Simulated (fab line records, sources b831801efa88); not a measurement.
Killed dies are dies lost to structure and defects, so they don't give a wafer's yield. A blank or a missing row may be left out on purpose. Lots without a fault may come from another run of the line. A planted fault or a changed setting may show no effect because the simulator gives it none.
Problem report in the 8D (eight disciplines) form, filled by code | flow sky130 | the parts of the form that need people (team, actions taken, sign-off) are left out

1. THE PROBLEM
oes_product_au at SKY_METAL1_METAL_ETCH_19 reads a mean of 0.795 a.u. on 3 wafers of 2 lots; wafers without a fault read 0.853 a.u. with a standard deviation of 0.0052. That is -11 standard deviations from the usual mean.
The step: etches the open film in Cl2/BCl3, stops on SiO2, target depth 360 nm, time 78 s.
First seen on wafer L432.2, day 38 04:13, on rie_metal-04. The record holds 30 wafers of 10 lots with a number at this step. Rule for "out", or "out of limits": more than 4 standard deviations from the usual mean. The other wafers with a number count as sound.

2. WHAT IT IS AND WHAT IT IS NOT
question                    | is                     | is not
which readings at this step | oes_product_au         | drypump_motor_current_A, throttle_valve_pct
which lots                  | L432, L433             | L417, L418, L420, L422, L424, L425, L437, L438
which wafers of those lots  | L432.2, L432.3, L433.2 | L432.1, L433.1, L433.6
read on which tools         | rie_metal-04           | rie_metal-02, rie_metal-03
when                        | from day 38 04:13      | up to then (19 sound wafers); but 8 sound wafers of L433, L437, L438 came after

3. SUSPECTS, AND WHAT RULES EACH OUT
Counting: a tool at a process step up to the reading stays a suspect if it ran every lot that is out. Sound lots after the first of them don't rule it out here, since some wafers of a struck lot are sound.
- rie_metal-04 at SKY_METAL1_METAL_ETCH_19 (etches the open film in Cl2/BCl3, stops on SiO2, target depth 360 nm, time 78 s): kept. It ran every lot that is out, first L432 (day 38 04:13); its last sound lot up to then is L425 (day 36 02:40). Its own readings are out on those wafers: oes_product_au.
- Within rie_metal-04 at SKY_METAL1_METAL_ETCH_19: the wafers that are out ran in chamber 0; their sound lot-mates ran in chamber 1.
Left after counting: rie_metal-04 at SKY_METAL1_METAL_ETCH_19.

4. THE CAUSE (what the simulator had put in)
Process parameter drift: rie_metal-04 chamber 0, from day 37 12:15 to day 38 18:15, at SKY_METAL1_METAL_ETCH_19. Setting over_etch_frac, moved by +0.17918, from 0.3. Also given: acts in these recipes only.
Counting left only this tool.

5. THE CHAIN OF EFFECTS, in route order
Each row: a reading whose mean over the struck wafers that have a number lies more than 3 standard deviations from the usual. Only readings for which the record gives a usual standard deviation are gone through. hours: the time from each lot's start at the first step in this table that gives one to its start at this step, as a median over the lots. sigmas: the change in usual standard deviations.
hours | step                     | reading                  | usual      | on struck wafers | change | sigmas
0     | SKY_METAL1_METAL_ETCH_19 | oes_product_au           | 0.853 a.u. | 0.795            | -0.058 | -11
0     | SKY_METAL1_STRIP_20      | oes_product_au           | 0.342 a.u. | 0.322            | -0.020 | -4.1
0     | SKY_METAL1_STRIP_20      | strip_time_to_endpoint_s | 2.68 s     | 2.23             | -0.45  | -7.3
The process steps in it:
- SKY_METAL1_METAL_ETCH_19: etches the open film in Cl2/BCl3, stops on SiO2, target depth 360 nm, time 78 s.
- SKY_METAL1_STRIP_20: strips in O2/N2.

6. WHAT WOULD HAVE CAUGHT IT SOONER
In this record the first reading out of limits was taken at day 38 04:13, 16 hours after the fault began at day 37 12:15.
